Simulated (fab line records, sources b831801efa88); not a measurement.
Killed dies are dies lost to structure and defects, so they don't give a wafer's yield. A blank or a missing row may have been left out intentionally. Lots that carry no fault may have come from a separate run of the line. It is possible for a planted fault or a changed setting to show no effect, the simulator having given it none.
What tool caused it? + flow sky130 + 24 lots (72 wafers sampled), 1 step of a 708-step route

WHAT EACH GAUGE READ, for each wafer
SKY_CONTACT_THK_MEAS_26: measures by xrf.
| lot  | measured     | on           | CONTACT_W_THK (nm) |
|------|--------------|--------------|--------------------|
| L074 | day 31 10:29 | filmMetro-03 | 334 323 325        |
| L075 | day 32 18:41 | filmMetro-03 | 341 338 329        |
| L076 | day 32 19:47 | filmMetro-03 | 339 339 329        |
| L077 | day 32 21:02 | filmMetro-03 | 336 323 328        |
| L079 | day 33 00:12 | filmMetro-02 | 334 342 330        |
| L078 | day 33 03:56 | filmMetro-03 | 333 340 332        |
| L080 | day 33 12:09 | filmMetro-02 | 336 333 341        |
| L081 | day 34 00:08 | filmMetro-02 | 330 332 334        |
| L082 | day 34 10:44 | filmMetro-02 | 329 340 336        |
| L084 | day 34 15:04 | filmMetro-01 | 342 336 343        |
| L083 | day 34 18:45 | filmMetro-02 | 339 338 339        |
| L085 | day 34 21:11 | filmMetro-03 | 333 336 334        |
| L086 | day 35 13:42 | filmMetro-03 | 331 329 325        |
| L087 | day 35 23:34 | filmMetro-02 | 343 343 342        |
| L088 | day 36 01:44 | filmMetro-02 | 334 335 334        |
| L089 | day 36 08:56 | filmMetro-01 | 340 326 325        |
| L090 | day 36 19:53 | filmMetro-02 | 333 337 329        |
| L091 | day 37 00:14 | filmMetro-02 | 341 332 336        |
| L092 | day 37 05:26 | filmMetro-03 | 337 328 328        |
| L093 | day 37 20:35 | filmMetro-01 | 328 333 330        |
| L094 | day 38 09:38 | filmMetro-01 | 323 331 322        |
| L095 | day 39 01:53 | filmMetro-02 | 340 339 346        |
| L097 | day 39 16:47 | filmMetro-03 | 332 326 329        |
| L096 | day 39 19:12 | filmMetro-03 | 339 340 327        |

TOOL THAT RAN EACH LOT (tool first, then ch and the chambers of the sampled wafers, then the start)
The record shows no process step preceding these readings.

AS READ BY THE TOOLS THEMSELVES (means over the sampled wafers that have a number; for cases with no such wafer, the mark the record gives instead)
The record holds no such reading with a usual standard deviation.

THE ANSWER, worked out from the rows above alone
Rule: what is usual is taken from the lots themselves. The widest of any qualifying gaps counts: lots, ordered by their means at a reading, are off when they make up no more than a third of the lots, leave a main group of 4 or more, and stand apart from it by 3 or more times the standard deviation of that group's means. If all means in a main group match to the digits the tables above print for the reading, that group is not used. A lot without any number at a reading at which 4 lots or more have one is off too. All remaining lots with rows at the step are treated as sound. The gauges are gone through in route order, then the tools' own readings, and for those a lot's mean is taken as printed above. The first step at which some lot is off is used, and at that step the reading that is off furthest; a lot without a number counts as furthest.
No lot is off at any reading shown: from this, nothing can be told.

WHAT THE SIMULATOR HAD INSERTED
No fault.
